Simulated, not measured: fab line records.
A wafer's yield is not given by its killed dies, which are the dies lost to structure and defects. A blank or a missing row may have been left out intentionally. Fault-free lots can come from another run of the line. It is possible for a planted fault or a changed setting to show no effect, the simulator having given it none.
Which tool did it? -- flow gf180mcu -- 13 lots with 36 wafers sampled at 2 steps, on a route of 602 steps

## WHAT EACH GAUGE READ, for each wafer
GF_V4_THK_MEAS_01. Usual: V4_CVD_00_THK gives 599 nm (standard deviation 6.9).
lot,measured,on,V4_CVD_00_THK (nm),flag
L659,day 23 08:14,film metro-01,608 608 601,
L660,day 23 15:07,film metro-01,611 612 612,
L661,day 24 04:34,film metro-01,590 592 593,
L662,day 24 18:43,film metro-01,607 599 604,
L663,day 25 02:14,film metro-03,597 602 588,
L664,day 25 08:40,film metro-03,597 590 601,
L665,day 25 14:00,film metro-04,586 602,
L667,day 26 08:22,film metro-03,605 606,
L669,day 27 00:14,film metro-01,603 598,
L678,day 29 11:48,film metro-01,603 602 608,
L679,day 29 22:25,film metro-01,592 594 605,
L680,day 30 09:27,film metro-04,589 602 583,
L682,day 30 11:35,film metro-03,602 604 603,

## TOOL THAT RAN EACH LOT (tool first, then ch and the chambers of the sampled wafers, then the start)
lot,GF_M4_SPUTTER_00
L659,"pvd sputter-01, day 22 08:56"
L660,"pvd sputter-01, day 22 15:02"
L661,"pvd sputter-01, day 23 04:49"
L662,"pvd sputter-01, day 23 19:46"
L663,"pvd sputter-03, day 24 03:04"
L664,"pvd sputter-02, day 24 10:30"
L665,"pvd sputter-03, day 24 16:08"
L667,"pvd sputter-02, day 25 09:55"
L669,"pvd sputter-03, day 26 02:31"
L678,"pvd sputter-02, day 28 16:02"
L679,"pvd sputter-01, day 29 02:40"
L680,"pvd sputter-02, day 29 09:31"
L682,"pvd sputter-03, day 29 16:22"
- GF_M4_SPUTTER_00: material Ti, target thk 37.5 nm, time 150 s.

## AS READ BY THE TOOLS THEMSELVES (means over the sampled wafers that have a number; for cases with no such wafer, the mark the record gives instead)
GF_M4_SPUTTER_00. Usual: cathode dc power W 4000.0 W, standard deviation 0.69; throttle valve pct 29.8 %, standard deviation 1.2.
lot,tool,cathode dc power W (W),throttle valve pct (%),flag
L659,pvd sputter-01,4000.6,28.6,
L660,pvd sputter-01,4000.1,28.8,
L661,pvd sputter-01,4000.1,28.1,
L662,pvd sputter-01,3999.6,28.7,
L663,pvd sputter-03,3999.5,31.1,
L664,pvd sputter-02,4000.1,30.8,
L665,pvd sputter-03,3999.9,31.2,
L667,pvd sputter-02,4000.1,27.9,
L669,pvd sputter-03,3999.3,30.9,
L678,pvd sputter-02,4000.1,29.2,
L679,pvd sputter-01,4000.5,29.5,
L680,pvd sputter-02,4000.8,29.5,
L682,pvd sputter-03,3999.7,31.0,

## THE ANSWER, worked out from the rows above alone
Rule: a lot counts as off when the mean over its wafers that have a number is more than 3 standard deviations away from the usual mean. Also off: a lot with no number at a reading for which 4 or more lots have one. Any other lot the step has rows for is counted as sound. First the gauges in route order, then the tools' own readings, where a lot's mean is used as printed above. At the first step where some lot is off, the reading lying furthest off is the one used; lots without a number count as furthest.
None of the lots is off at any reading shown; this tells nothing.

## WHAT WAS PUT IN BY THE SIMULATOR
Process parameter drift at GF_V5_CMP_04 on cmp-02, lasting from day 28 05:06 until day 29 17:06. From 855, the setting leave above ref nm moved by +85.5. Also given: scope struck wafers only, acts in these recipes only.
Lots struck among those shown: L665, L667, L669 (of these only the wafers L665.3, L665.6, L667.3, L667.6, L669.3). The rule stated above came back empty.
